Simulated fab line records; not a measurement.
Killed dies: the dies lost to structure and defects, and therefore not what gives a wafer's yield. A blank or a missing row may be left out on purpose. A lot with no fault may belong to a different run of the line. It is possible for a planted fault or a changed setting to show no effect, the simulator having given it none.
The tool behind it: which one? | flow gf180mcu | 11 lots with 33 wafers sampled at 2 steps, on a route of 602 steps

== WHAT EACH GAUGE READ, for each wafer ==
GF_M3_CD_MEAS_14 targets a cd of 280 nm.
lot  | measured     | on       | cdNm (nm)
L888 | day 21 09:01 | cdSem-02 | 278.7 278.8 279.6
L890 | day 21 20:40 | cdSem-02 | 279.3 281.0 279.7
L893 | day 23 21:34 | cdSem-01 | 279.1 279.7 278.9
L896 | day 24 08:21 | cdSem-01 | 280.4 279.5 280.4
L895 | day 24 09:56 | cdSem-01 | 281.5 281.5 281.6
L899 | day 25 12:19 | cdSem-01 | 278.8 279.1 279.4
L900 | day 25 13:49 | cdSem-02 | 281.8 280.5 280.6
L902 | day 26 03:41 | cdSem-02 | 278.2 279.1 278.0
L907 | day 27 16:16 | cdSem-01 | 279.0 279.4 279.0
L910 | day 28 11:25 | cdSem-01 | 279.9 279.2 279.0
L911 | day 28 19:40 | cdSem-01 | 280.0 280.4 281.1

== WHICH TOOL RAN EACH LOT (tool, then ch and the chambers of the sampled wafers, then the start) ==
lot  | GF_M3_SPUTTER_04
L888 | pvdSputter-04, day 20 08:55
L890 | pvdSputter-02, day 20 21:05
L893 | pvdSputter-02, day 22 22:46
L896 | pvdSputter-04, day 23 10:14
L895 | pvdSputter-01, day 23 10:46
L899 | pvdSputter-02, day 24 15:04
L900 | pvdSputter-04, day 24 16:19
L902 | pvdSputter-02, day 25 06:48
L907 | pvdSputter-02, day 26 20:30
L910 | pvdSputter-02, day 27 15:01
L911 | pvdSputter-01, day 28 00:16
- GF_M3_SPUTTER_04: material TiN, target thk 50 nm, time 41.7 s.

== THE ANSWER, worked out from the rows above alone ==
Rule: the lots themselves supply what counts as usual. Put in order of their means at a reading, lots are off if they are a third of the lots or fewer, leave a main group of 4 or more, and stand apart from it by a gap of 3 or more times the standard deviation of the main group's means; of several such gaps the widest counts. A main group is skipped when, at the precision printed for the reading in the tables above, its means are all equal. Also off: a lot with no number at a reading for which 4 or more lots have one. Where the step has rows for the other lots, those lots are counted as sound.
Nothing can be told from this: no lot is off at any reading shown.

== WHAT WAS PUT IN BY THE SIMULATOR ==
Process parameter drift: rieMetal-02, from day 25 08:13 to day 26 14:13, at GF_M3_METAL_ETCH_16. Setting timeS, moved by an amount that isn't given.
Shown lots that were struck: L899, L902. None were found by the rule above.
